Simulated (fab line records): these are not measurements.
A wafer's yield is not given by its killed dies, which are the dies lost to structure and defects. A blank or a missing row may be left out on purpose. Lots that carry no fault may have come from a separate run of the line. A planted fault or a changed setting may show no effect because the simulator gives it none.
A struck lot beside a sound one -- flow sfq-line -- 21 out of 325 route steps
Sound: the wafers L822.1, L822.2, L822.3. The struck wafers were L833.3, L833.5, L833.6. At the end, the cause is stated.
At each step with rows: each side's tool, then ch and its chambers, then its first start. Under that, the readings that differ: sound wafers -- struck wafers -- difference of the means -- sigmas: that difference in standard deviations of wafers without a fault.
alike: words and numbers the same on both sides, and readings whose means are apart by under 2 such deviations; not compared: readings that were withheld, readings missing a value for some wafer, numbers with overlapping values and no deviation given by the record, and bounds like >300 which may hide the same value.
Wherever a step has rows on one side only, a row that says differs or no value, or a row with sigmas, the two part there. Non-overlapping numbers with no deviation appear without sigmas and do not part them. Lack of a reading on every wafer of one side parts them only where that side has two or more wafers.

first, 2 steps without rows for these wafers: SFQ_TRILAYER_I4_VIA_BARC_OPEN_VIA_ETCH_146 (etches BARC in O2, target depth 125 nm, time 41.7 s); SFQ_TRILAYER_I4_VIA_ETCH_VIA_ETCH_106 (etches SiO2 in CHF3, stops on Nb, target depth 260 nm).
SFQ_TRILAYER_I4_VIA_STRIP_STRIP_107: strips in O2.
  sound on rie-metal-03 ch 0,1, day 43 22:52; struck on rie-metal-01 ch 0,1, day 55 17:32
  alike: drypump-motor-current-A, oes-product-au
  not compared: rf-hours-counter-h
then, 3 steps without rows for these wafers: SFQ_TRILAYER_I4_VIA_STRIP_SOLV_CLEAN_108 (cleans in NMP, time 600 s); SFQ_TRILAYER_JJ_TRILAYER_DEP_PRE_CLEAN_113 (time 22.5 s); SFQ_TRILAYER_JJ_TRILAYER_DEP_SPUTTER_109 (material Nb, target thk 150 nm, time 100 s).
SFQ_TRILAYER_JJ_TRILAYER_DEP_SPUTTER_110: material Al, target thk 8 nm, time 10 s.
  struck on pvd-sputter-04, day 55 18:13; sound on pvd-sputter-04, day 43 23:44
  alike: throttle-valve-pct
then, 1 step without rows for these wafers: SFQ_TRILAYER_JJ_TRILAYER_DEP_AL_OXIDATION_111 (oxidation time 600 s).
SFQ_TRILAYER_JJ_TRILAYER_DEP_SPUTTER_112: material Nb, target thk 170 nm, time 113.3 s.
  struck on pvd-sputter-04, day 55 19:14; sound on pvd-sputter-04, day 44 00:46
  alike: throttle-valve-pct
SFQ_JJ_RS_MEAS_929: measurement is done with a four-point probe.
  struck on film-metro-01, day 55 19:22; sound on film-metro-02, day 44 00:50
  alike: JJ_NB_RS
then, 1 step without rows for these wafers: SFQ_TRILAYER_JJ_CE_LITHO_COAT_119 (resist thk 62 nm).
SFQ_TRILAYER_JJ_CE_LITHO_COAT_114: resist thk 600 nm.
  sound on litho-track-01 ch 0, day 44 01:22; struck on litho-track-01 ch 0, day 55 19:54
reading,sound,struck,difference,sigmas
spin-speed-rpm (rpm),3002.6 3001.0 3000.0,2930.9 2932.9 2930.0,-69.9,-37
model.KrF_of_TRILAYER_JJ_CE_LITHO_COAT_114.thk-nm (nm),602.3 600.5 601,605.6 606.6 606.8,+5.1,
  alike: resist-line-temp-C
then, 4 steps without rows for these wafers: SFQ_TRILAYER_JJ_CE_LITHO_SOFTBAKE_118; SFQ_TRILAYER_JJ_CE_LITHO_EXPOSE_115 (exposes mask J5, target cd 700 nm); SFQ_TRILAYER_JJ_CE_LITHO_PEB_117 (peb time 60 s); SFQ_TRILAYER_JJ_CE_LITHO_DEVELOP_116 (time 60 s).
SFQ_JJ_OVL_MEAS_931:
  struck on overlay-02, day 55 22:30; sound on overlay-01, day 45 04:50
  alike: J5_OVL
SFQ_TRILAYER_JJ_CE_METRO_MEASURE_117:
  struck on cd-sem-01, day 55 22:55; sound on cd-sem-02, day 45 04:52
  alike: cd-nm
SFQ_TRILAYER_JJ_CE_BARC_OPEN_RIE_150: chemistry O2, target BARC, target depth 240 nm, time 80 s.
  sound on rie-metal-03 ch 0,1, day 45 06:04; struck on rie-metal-03 ch 0,1, day 55 23:45
  alike: drypump-motor-current-A, oes-product-au
  not compared: rf-hours-counter-h
SFQ_TRILAYER_JJ_CE_ETCH_RIE_118: chemistry SF6, target Nb, stops on Al2O3, time 97.7 s, target depth 170 nm.
  sound on rie-metal-03 ch 0,1, day 45 06:10; struck on rie-metal-03 ch 0,1, day 55 23:51
  alike: drypump-motor-current-A, oes-product-au
  not compared: rf-hours-counter-h, model.KrF_of_TRILAYER_JJ_CE_LITHO_COAT_114.thk-nm
following that, these wafers have no rows for 1 step: SFQ_TRILAYER_JJ_ANODIZE_ANODIZE_119.

WHERE THEY PART
Only at SFQ_TRILAYER_JJ_CE_LITHO_COAT_114, as far as this record shows. Later steps at which nothing parts them and some readings are alike: SFQ_JJ_OVL_MEAS_931, SFQ_TRILAYER_JJ_CE_METRO_MEASURE_117, SFQ_TRILAYER_JJ_CE_BARC_OPEN_RIE_150, SFQ_TRILAYER_JJ_CE_ETCH_RIE_118.

WHY: whatever the simulator had introduced
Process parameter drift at SFQ_TRILAYER_JJ_CE_LITHO_COAT_114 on litho-track-01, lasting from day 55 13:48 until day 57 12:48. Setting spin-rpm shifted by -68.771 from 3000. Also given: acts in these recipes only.
